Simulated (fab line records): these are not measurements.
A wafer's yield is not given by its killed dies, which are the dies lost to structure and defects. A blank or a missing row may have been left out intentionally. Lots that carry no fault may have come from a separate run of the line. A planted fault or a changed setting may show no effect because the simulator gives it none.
One fault seen from 2 desks :: flow gf180mcu :: each desk holds nothing but its own numbers, with what lay behind them at the end

FOR THE TOOL OWNER'S DESK: litho-track-01
The tool's own readings at GF_HV_LDD_DEVELOP_18 (develop time 60 s): means of the sampled wafers that have a number, for each lot that ran on this tool. If a lot's mean is further than 4 standard deviations from the usual mean, the lot is out of limits and carries the mark OUT (the distance appears in the brackets).
Columns: A = exhaust-pa at GF_HV_LDD_DEVELOP_18, usual 44.9 Pa
lot: L793
first seen here: day 10 20:00
A: 44.9

lot: L798
first seen here: day 12 11:09
A: 45.4

lot: L800
first seen here: day 13 04:58
A: 44.3

lot: L806
first seen here: day 14 21:07
A: 44.1

lot: L809
first seen here: day 15 14:01
A: 45.3

lot: L811
first seen here: day 16 08:16
A: 45.1
This desk's finding: nothing out of limits on any of the 6 lots.

FROM THE METROLOGY DESK
What the gauges read for every lot (on any tool): the sampled wafers with a number, averaged. If a lot's mean is further than 4 standard deviations from the usual mean, the lot is out of limits and carries the mark OUT (the distance appears in the brackets).
Columns: A = cd-nm at GF_POLY_GATE_CD_MEAS_18, usual 280.3 nm; B = cd-nm at GF_HV_LDD_CD_MEAS_19, usual 400.1 nm; C = HV_LDD_01_OVL at GF_HV_LDD_OVL_MEAS_20, usual -1.5 nm; D = HV_LDD_2_TW at GF_HV_LDD_TW_MEAS_23, usual 1053; E = HV_LDD_02_OVL at GF_HV_LDD_OVL_MEAS_32, usual 0.2 nm
lot: L793
first seen here: day 9 10:47
A: 282.3
B: 399.5
C: -2.2
D: 1051
E: -0.4

lot: L797
first seen here: day 10 14:49
A: 281.6
B: 397.7
C: -0.8
D: 1049
E: 0.1

lot: L796
first seen here: day 10 14:59
A: 280.4
B: 399.5
C: -2.6
D: 1053
E: 1.0

lot: L798
first seen here: day 10 22:54
A: 280.4
B: 400.3
C: 0.5
D: 1050
E: 0.7

lot: L800
first seen here: day 11 14:46
A: 278.6
B: 398.2
C: -1.9
D: 1055
E: 0.7

lot: L802
first seen here: day 12 00:44
A: 280.5
B: 403.0
C: 0.0
D: 1056
E: 0.2

lot: L806
first seen here: day 13 03:53
A: 279.5
B: 397.6
C: -1.9
D: 1056
E: 1.7

lot: L809
first seen here: day 13 20:24
A: 280.5
B: -
C: -
D: 30 (-99 or more) OUT
E: -0.8

lot: L811
first seen here: day 14 12:42
A: 281.6
B: -
C: -
D: 30 (-99 or more) OUT
E: 0.3

lot: L814
first seen here: day 15 07:39
A: 282.4
B: 403.0
C: -2.7
D: 1049
E: -1.0

lot: L815
first seen here: day 15 17:08
A: 281.1
B: 401.6
C: -2.7
D: 1052
E: 1.9

lot: L816
first seen here: day 16 03:18
A: 280.8
B: 398.6
C: -0.6
D: 1052
E: -0.6
Per this desk, out of limits: L809, L811; the first was L809, day 15 14:35 (HV_LDD_2_TW at GF_HV_LDD_TW_MEAS_23). In limits: L793, L797, L796, L798, L800, L802, L806, L814, L815, L816.

PUT TOGETHER
Metrology desk: alarm possible at day 15 14:35 on L809, L811.
The desk of the tool owner found nothing out of limits.
On record at the tool owner's desk: L809, L811, within its limits.
All the named lots went through GF_HV_LDD_DEVELOP_18 on litho-track-01.

WHAT THE SIMULATOR PUT IN
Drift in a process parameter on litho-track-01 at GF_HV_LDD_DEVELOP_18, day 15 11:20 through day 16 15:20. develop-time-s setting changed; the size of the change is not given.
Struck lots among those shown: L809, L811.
Delay in hours, fault start to first out-of-limits reading, per desk: metrology desk 3.
